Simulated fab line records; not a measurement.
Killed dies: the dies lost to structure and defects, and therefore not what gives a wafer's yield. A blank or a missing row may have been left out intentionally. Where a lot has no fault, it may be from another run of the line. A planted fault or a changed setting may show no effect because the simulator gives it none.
A lot that was struck, set against a sound lot ; flow sky130 ; 15 out of 708 route steps
Sound: wafers L435.1, L435.2, L435.4. Wafers struck: L432.4, L432.5, L432.6. The cause is named last.
At each step with rows: each side's tool, then ch and its chambers, then its first start. Under that, the readings that differ: sound wafers ; struck wafers ; difference of the means ; sigmas: that difference in standard deviations of wafers without a fault.
alike: readings whose means differ by less than 2 such deviations, and words and numbers that are the same on both sides. not compared: withheld readings, readings that some wafer has no value for, bounds like >300 that may hide the same value, and numbers for which the record gives no deviation and whose values overlap.
The two part at a step that has a row with sigmas, a row that says differs or no value, or rows on one side only. Numbers that have no deviation but don't overlap get no sigmas and don't part them. Lack of a reading on every wafer of one side parts them only where that side has two or more wafers.

SKY_VIA3_CMP_02: polishes SiO2.
  sound on cmp-02 ch 1,2,3, day 42 09:56; struck on cmp-02 ch 0,1,3, day 41 12:52
  alike: head_pressure_psi, motor_current_A, platen_rpm
SKY_VIA3_BOW_MEAS_03:
  sound on film_metro-02, day 42 10:14; struck on film_metro-04, day 41 13:07
  alike: VIA3_BOW
then, 8 steps without rows for these wafers: SKY_VIA3_DEHYDRATE_04 (time 60 s); SKY_VIA3_HMDS_05 (prime time 60 s); SKY_VIA3_COAT_06 (resist thk 60 nm); SKY_VIA3_COAT_07 (resist thk 450 nm); SKY_VIA3_SOFTBAKE_08 (time 90 s); SKY_VIA3_EXPOSE_09 (exposes mask VIM3, target cd 200 nm); SKY_VIA3_PEB_10; SKY_VIA3_DEVELOP_11 (develop time 60 s).
SKY_VIA3_CD_MEAS_12: the cd target is 200 nm.
  sound on cd_sem-01, day 43 08:57; struck on cd_sem-02, day 42 13:04
  alike: cd_nm
SKY_VIA3_OVL_MEAS_13:
  sound on overlay-02, day 43 09:04; struck on overlay-02, day 42 13:08
  alike: VIA3_OVL
SKY_VIA3_ETCH_14: etches BARC in N2/H2, stops on SiO2, time 45.9 s, target depth 60 nm.
  sound on rie_diel-02 ch 0,1,2, day 43 09:07; struck on rie_diel-04 ch 1,2,3, day 42 13:10
reading;sound;struck;difference;sigmas
oes_product_au (a.u.);0.857 0.854 0.849;0.928 0.927 0.929;+0.075;+15
run_length_s (s);74.1 74.6 74.0;70.4 70.6 70.8;-3.6;-10
model.KrF-thick_of_VIA3_COAT_07.thk_nm (nm);392.5 393.8 392;396.5 398.9 396.8;+4.6;
  alike: drypump_motor_current_A, throttle_valve_pct
  not compared: rf_hours_counter_h
SKY_VIA3_ETCH_15: etches SiO2 in C4F8/O2/Ar, stops on TiN, target depth 507 nm, time 78 s.
  sound on rie_diel-02 ch 0,1,2, day 43 09:09; struck on rie_diel-04 ch 1,2,3, day 42 13:12
  alike: oes_product_au, run_length_s
  not compared: rf_hours_counter_h
-- the record jumps here: 6 days lie between the struck wafers' starts before and after (it left off in module VIA3 and takes up again in module PAD_OPEN, whose first step shown is number 708 of the route) --
SKY_PAD_OPEN_PROBE_99:
  the record has rows for the struck wafers here (prober-02, day 48 07:01) and none for the sound ones

== WHERE THEY PART ==
Earliest at SKY_VIA3_ETCH_14; latest, in this record, at SKY_PAD_OPEN_PROBE_99.

WHY: what had been put in by the simulator
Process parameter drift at SKY_VIA3_ETCH_14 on rie_diel-04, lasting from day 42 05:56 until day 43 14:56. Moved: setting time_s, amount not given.
